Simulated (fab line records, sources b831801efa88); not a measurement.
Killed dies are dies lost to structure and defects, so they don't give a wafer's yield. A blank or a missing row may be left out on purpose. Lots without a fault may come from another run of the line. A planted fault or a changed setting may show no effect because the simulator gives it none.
Chamber matching | flow sky130 | SKY_METAL3_ETCH_17 on rie_diel-04: 4 sister chambers
The step etches SiO2 in C4F8/O2/Ar, stops on TiN, time 3.9 s, target depth 15 nm. 8 wafers are shown with their chamber, then 7 later ones without.

WAFERS WITH THEIR CHAMBER
wafer  | chamber | oes_product_au (a.u.)
L869.6 | 2       | 0.760
L878.1 | 1       | 0.753
L878.3 | 0       | 0.751
L879.2 | 0       | 0.744
L879.3 | 3       | 0.756
L879.4 | 1       | 0.749
L881.2 | 2       | 0.751
L881.4 | 3       | 0.761

WAFERS WITHOUT THEIR CHAMBER
wafer  | oes_product_au (a.u.)
L881.6 | 0.747
L882.4 | 0.747
L882.5 | 0.755
L882.6 | 0.755
L887.1 | 0.749
L887.2 | 0.749
L887.6 | 0.753

WHICH CHAMBER EACH WENT THROUGH
wafer  | from the rows above               | in truth
L881.6 | can't be placed: 0 or 1 or 2      | 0
L882.4 | can't be placed: 0 or 1 or 2      | 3
L882.5 | can't be placed: 2 or 3 or 1 or 0 | 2
L882.6 | can't be placed: 2 or 3 or 1 or 0 | 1
L887.1 | can't be placed: 0 or 1 or 2 or 3 | 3
L887.2 | can't be placed: 0 or 1 or 2 or 3 | 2
L887.6 | can't be placed: 1 or 2 or 0 or 3 | 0
Placed correctly: 0 of 7. Can't be placed from these rows: 7 (the true chamber is among the candidates in 6). Placed wrongly: 0.
How it was worked out, from the rows above alone: a wafer's distance from a chamber is the root of the sum, over the readings, of the square of ((its reading less the chamber's mean) divided by the reading's scatter). The wafer belongs to the nearest chamber; if the next one is less than 2 further off, it can't be placed. A chamber's mean is the mean of its shown wafers. The scatter: the root of (the sum of the squares of (reading less its chamber's mean) over the shown wafers, divided by (wafers less chambers)).
